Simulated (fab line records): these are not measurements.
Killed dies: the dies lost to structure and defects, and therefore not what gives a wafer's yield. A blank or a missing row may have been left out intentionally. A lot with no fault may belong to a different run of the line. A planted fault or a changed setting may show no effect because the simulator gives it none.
What tool caused it?	flow gf180mcu	6 lots with 18 wafers sampled at 2 steps, on a route of 602 steps

WHAT THE GAUGES SHOWED, per wafer
GF_STI_THK_MEAS_04.
lot	measured	on	STI_CVD_03_THK (nm)
L616	day 1 23:34	film-metro-04	210.9 208.2 208.1
L621	day 3 03:59	film-metro-03	410.5 410.9 413.0
L623	day 3 12:43	film-metro-04	413.2 414.1 416.6
L625	day 3 20:39	film-metro-04	208.8 207.8 206.3
L633	day 5 13:33	film-metro-04	209.0 208.0 207.1
L637	day 6 09:34	film-metro-02	203.6 203.7 204.8

WHAT TOOL EACH LOT RAN ON (gives the tool, then ch and the chambers of the sampled wafers, and finally the start)
lot	GF_STI_CVD_03
L616	lpcvd-02 ch 0, day 1 21:34
L621	lpcvd-02 ch 0, day 2 23:50
L623	lpcvd-02 ch 0, day 3 08:34 and lpcvd-01 ch 0, day 3 10:44
L625	lpcvd-01 ch 0, day 3 18:40
L633	lpcvd-02 ch 1, day 5 10:34
L637	lpcvd-02 ch 0, day 6 06:34
- GF_STI_CVD_03: deposits Si3N4 from DCS/NH3, target thk 207.16 nm, time 3551 s.

THE ANSWER, worked out from the rows above alone
Rule: the usual values come from the lots themselves. The widest of any qualifying gaps counts: lots, ordered by their means at a reading, are off when they make up no more than a third of the lots, leave a main group of 4 or more, and stand apart from it by 3 or more times the standard deviation of that group's means. If all means in a main group match to the digits the tables above print for the reading, that group is not used. Also off: a lot with no number at a reading for which 4 or more lots have one. All remaining lots with rows at the step are treated as sound.
Off: at GF_STI_THK_MEAS_04 (STI_CVD_03_THK), L621, L623. The main group has a mean of 207.2 nm with a standard deviation of 1.9.
If a tool, at a process step before that reading, ran all the lots that are off and no sound lot after the first of them, it fits. The gauges at GF_STI_THK_MEAS_04 are tried like those tools. No candidate that was tried fits.

WHAT THE SIMULATOR PUT IN
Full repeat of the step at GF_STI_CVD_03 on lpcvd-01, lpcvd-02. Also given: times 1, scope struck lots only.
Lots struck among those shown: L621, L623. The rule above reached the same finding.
